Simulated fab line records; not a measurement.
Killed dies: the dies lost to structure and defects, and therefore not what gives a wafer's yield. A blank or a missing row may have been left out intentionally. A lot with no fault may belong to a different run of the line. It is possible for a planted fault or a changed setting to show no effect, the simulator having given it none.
The tool behind it: which one? | flow gf180mcu | route of 602 steps, sampled at 1 step: 12 lots, 36 wafers

WHAT EACH GAUGE READ, for each wafer
GF_V1_OVL_MEAS_15.
lot  | measured     | on         | V1_OVL (nm)
L075 | day 17 23:32 | overlay-02 | -9 -8 -9
L077 | day 18 23:32 | overlay-02 | 3 -4 0
L080 | day 20 07:22 | overlay-02 | -6 -4 -11
L081 | day 21 01:34 | overlay-01 | -1 -14 -4
L083 | day 22 06:10 | overlay-01 | -1 1 2
L084 | day 22 14:25 | overlay-01 | 8 11 0
L087 | day 23 04:46 | overlay-01 | 12 8 8
L089 | day 23 20:52 | overlay-02 | 1 -6 -10
L092 | day 24 11:28 | overlay-01 | -2 -11 -14
L093 | day 25 00:02 | overlay-02 | 3 4 4
L095 | day 25 20:28 | overlay-01 | 3 5 -6
L097 | day 26 09:52 | overlay-01 | -10 8 -2

WHICH TOOL RAN EACH LOT (tool, then ch and the chambers of the sampled wafers, then the start)
Before these readings, the record contains no process step.

THE ANSWER, worked out from the rows above alone
Rule: what is usual is taken from the lots themselves. The widest of any qualifying gaps counts: lots, ordered by their means at a reading, are off when they make up no more than a third of the lots, leave a main group of 4 or more, and stand apart from it by 3 or more times the standard deviation of that group's means. A main group is skipped when, at the precision printed for the reading in the tables above, its means are all equal. A lot without any number at a reading at which 4 lots or more have one is off too. Any other lot the step has rows for is counted as sound.
No lot is off at any reading shown: from this, nothing can be told.

WHAT THE SIMULATOR HAD INSERTED
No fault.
